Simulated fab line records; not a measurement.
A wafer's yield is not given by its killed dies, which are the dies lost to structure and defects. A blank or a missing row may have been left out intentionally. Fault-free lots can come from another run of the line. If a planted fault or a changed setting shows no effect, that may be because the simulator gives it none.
Which tool was responsible?    flow gf180mcu    Sampling: 12 lots, 36 wafers, 4 of 602 route steps

== WHAT THE GAUGES READ, wafer by wafer ==
GF_VT_IMPLANT_TW_MEAS_32. Usual: VT_IMPLANT_3_TW typically reads 269.1, with standard deviation 1.3.
lot   measured      on             VT_IMPLANT_3_TW    flag
L995  day 7 04:44   film metro-01  269.2 268.3 270.5  
L996  day 7 08:35   film metro-01  271.0 269.3 269.5  
L997  day 7 18:22   film metro-03  269.6 269.2 270.6  
L998  day 7 22:22   film metro-01  269.4 270.6 269.9  
L999  day 8 12:01   film metro-02  269.3 269.0 269.2  
L100  day 8 15:02   film metro-03  270.7 270.5 270.8  
L103  day 9 13:05   film metro-01  269.7 269.9 269.3  
L105  day 10 01:41  film metro-03  269.2 269.5 269.2  
L110  day 11 07:29  film metro-02  234.6 235.5 235.4  OFF
L111  day 11 12:49  film metro-03  236.0 236.6 236.4  OFF
L116  day 13 00:40  film metro-01  271.9 271.1 271.7  
L117  day 13 05:16  film metro-02  270.5 270.6 269.3  

GF_HV_LDD_CD_MEAS_31: target cd 400 nm. Usual: cd nm 400.7 nm, standard deviation 2.2.
lot   measured      on         cd nm (nm)         flag
L995  day 11 22:38  cd sem-02  397.8 398.8 398.8  
L996  day 12 02:01  cd sem-02  401.2 402.9 402.5  
L997  day 12 14:13  cd sem-02  399.2 399.2 399.6  
L998  day 12 20:57  cd sem-01  397.7 398.0 398.9  
L999  day 13 12:19  cd sem-01  402.7 403.3 402.3  
L100  day 13 18:55  cd sem-01  401.9 400.3 400.7  
L103  day 14 16:53  cd sem-02  402.4 400.7 401.6  
L105  day 15 11:10  cd sem-02  398.9 398.6 398.8  
L110  day 16 20:22  cd sem-02  402.0 399.8 399.2  
L111  day 17 04:15  cd sem-01  399.7 396.8 398.1  
L116  day 18 21:16  cd sem-02  402.1 403.4 402.9  
L117  day 19 02:16  cd sem-02  401.3 399.2 401.1  

== TOOL THAT RAN EACH LOT (tool first, then ch and the chambers of the sampled wafers, then the start) ==
lot   GF_DNWELL_STRIP_08                   GF_VT_IMPLANT_IMPLANT_30
L995  plasma asher-04 ch 0,1, day 3 00:28  implanter-03 ch 0, day 7 04:29
L996  plasma asher-01 ch 0,1, day 3 03:42  implanter-03 ch 0, day 7 08:20
L997  plasma asher-04 ch 0,1, day 3 10:18  implanter-02 ch 0, day 7 18:07
L998  plasma asher-03 ch 0,1, day 3 14:53  implanter-03 ch 0, day 7 22:07
L999  plasma asher-03 ch 0,1, day 4 00:01  implanter-02 ch 0, day 8 11:46
L100  plasma asher-03 ch 0,1, day 4 03:16  implanter-03 ch 0, day 8 14:49
L103  plasma asher-01 ch 0, day 4 20:24    implanter-04 ch 0, day 9 12:51
L105  plasma asher-03 ch 0,1, day 5 06:26  implanter-03 ch 0, day 10 01:26
L110  plasma asher-04 ch 0,1, day 6 08:43  implanter-02 ch 0, day 11 07:16
L111  plasma asher-01 ch 0,1, day 6 12:47  implanter-02 ch 0, day 11 12:34
L116  plasma asher-01 ch 0,1, day 7 17:33  implanter-04 ch 0, day 13 00:25
L117  plasma asher-03 ch 0,1, day 7 21:44  implanter-04 ch 0, day 13 05:01
- GF_DNWELL_STRIP_08: strips in O2/N2.
- GF_VT_IMPLANT_IMPLANT_30

== AS READ BY THE TOOLS THEMSELVES (means over the sampled wafers that have a number; for cases with no such wafer, the mark the record gives instead) ==
GF_DNWELL_STRIP_08. Usual: drypump motor current A 5.8 A, standard deviation 0.39; heater power w 326 W, standard deviation 46; oes product au 0.722 a.u., standard deviation 0.0049; strip time to endpoint s 36.93 s, standard deviation 0.13.
lot   tool             drypump motor current A (A)  heater power w (W)  oes product au (a.u.)  strip time to endpoint s (s)  flag
L995  plasma asher-04  5.9                          315                 0.726                  36.92                         
L996  plasma asher-01  6.0                          350                 0.723                  36.92                         
L997  plasma asher-04  5.9                          313                 0.724                  36.91                         
L998  plasma asher-03  5.8                          284                 0.718                  36.80                         
L999  plasma asher-03  5.9                          282                 0.721                  36.88                         
L100  plasma asher-03  5.9                          283                 0.722                  37.06                         
L103  plasma asher-01  5.9                          417                 0.723                  36.97                         
L105  plasma asher-03  6.0                          301                 0.721                  36.85                         
L110  plasma asher-04  5.4                          324                 0.725                  36.80                         
L111  plasma asher-01  5.9                          339                 0.726                  36.88                         
L116  plasma asher-01  5.9                          377                 0.722                  36.85                         
L117  plasma asher-03  6.0                          299                 0.718                  36.91                         

GF_VT_IMPLANT_IMPLANT_30. Usual: dose ions cm2 2.5333e+12, standard deviation 2.8e+09; faraday current uA 14.31, standard deviation 0.26.
lot   tool          dose ions cm2  faraday current uA  flag
L995  implanter-03  2.5325e+12     14.42               
L996  implanter-03  2.5331e+12     14.26               
L997  implanter-02  2.5334e+12     14.66               
L998  implanter-03  2.5335e+12     14.30               
L999  implanter-02  2.5308e+12     14.41               
L100  implanter-03  2.5326e+12     14.32               
L103  implanter-04  2.5338e+12     14.13               
L105  implanter-03  2.5341e+12     14.23               
L110  implanter-02  1.6279e+12     9.37                OFF
L111  implanter-02  1.6243e+12     9.15                OFF
L116  implanter-04  2.5314e+12     14.21               
L117  implanter-04  2.5353e+12     14.27               

== THE ANSWER, worked out from the rows above alone ==
Rule: a lot is off if the mean of its wafers that have a number lies more than 3 standard deviations from the usual mean. A lot without any number at a reading at which 4 lots or more have one is off too. Any other lot the step has rows for is counted as sound. Order of review: gauges by route order, followed by the tools' own readings, for which a lot's mean as printed above is used. At the first step where some lot is off, the reading lying furthest off is the one used; lots without a number count as furthest.
Off: L110, L111, at GF_VT_IMPLANT_TW_MEAS_32 (VT_IMPLANT_3_TW).
If a tool, at a process step before that reading, ran all the lots that are off and no sound lot after the first of them, it fits. The gauges at GF_VT_IMPLANT_TW_MEAS_32 aren't tried: what is off there is off at GF_VT_IMPLANT_IMPLANT_30 too, on other tools, and a gauge's error can't cause that. One fits: GF_VT_IMPLANT_IMPLANT_30 on implanter-02. Its last sound lot is L999 (day 8 11:46), its first lot that is off L110 (day 11 07:16): a fault that began between those two fits.
The tool's own readings at GF_VT_IMPLANT_IMPLANT_30 bear it out: on the lots that are off they differ by more than 5 times the standard deviation of the sound lots' means. dose ions cm2 reads 1.6261e+12 there against 2.5330e+12 on the sound lots; faraday current uA reads 9.26 there against 14.32 on the sound lots.

== WHAT HAD BEEN PUT IN BY THE SIMULATOR ==
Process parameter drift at GF_VT_IMPLANT_IMPLANT_30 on implanter-02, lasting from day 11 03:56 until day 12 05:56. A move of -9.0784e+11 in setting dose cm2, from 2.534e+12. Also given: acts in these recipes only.
Shown lots that were struck: L110, L111. The same result came from the rule above.
